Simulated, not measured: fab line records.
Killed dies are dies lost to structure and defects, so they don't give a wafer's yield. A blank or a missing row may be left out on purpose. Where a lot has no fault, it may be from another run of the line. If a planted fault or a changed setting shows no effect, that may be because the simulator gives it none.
Chamber matching -- flow gf180mcu -- 3 sister chambers for GF_PASSIVATION_CVD_02 on pecvd-01
The step deposits Si3N4, target thk 700 nm, time 486.18 s. 6 wafers are shown with their chamber, then 8 later ones without.

EACH WAFER AND ITS CHAMBER
wafer,chamber,heaterPowerW (W)
L330.3,0,744
L330.4,2,698
L331.4,0,756
L331.5,1,707
L331.6,2,715
L332.3,1,721

WAFERS WHOSE CHAMBER IS MISSING
wafer,heaterPowerW (W)
L332.5,755
L332.6,657
L338.2,738
L338.3,714
L338.5,742
L339.2,607
L339.3,744
L339.5,754

CHAMBER TAKEN BY EACH
wafer,from the rows above,in truth
L332.5,0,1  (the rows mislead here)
L332.6,can't be placed: 2 or 1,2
L338.2,can't be placed: 0 or 1 or 2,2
L338.3,can't be placed: 1 or 2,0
L338.5,can't be placed: 0 or 1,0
L339.2,can't be placed: 2 or 1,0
L339.3,0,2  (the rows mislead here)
L339.5,0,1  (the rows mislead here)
Correct placement for 0 of the 8. From these rows, 5 cannot be placed; in 3 the true chamber is one of the candidates. Placed wrongly: 3.
How it was worked out, from the rows above alone: a wafer's distance from a chamber is the root of the sum, over the readings, of the square of ((its reading less the chamber's mean) divided by the reading's scatter). The wafer belongs to the nearest chamber; if the next one is less than 2 further off, it can't be placed. A chamber's mean is the mean of its shown wafers. The scatter is the square root of a quotient: the sum, over the shown wafers, of each reading's squared deviation from its chamber's mean, divided by wafers minus chambers.
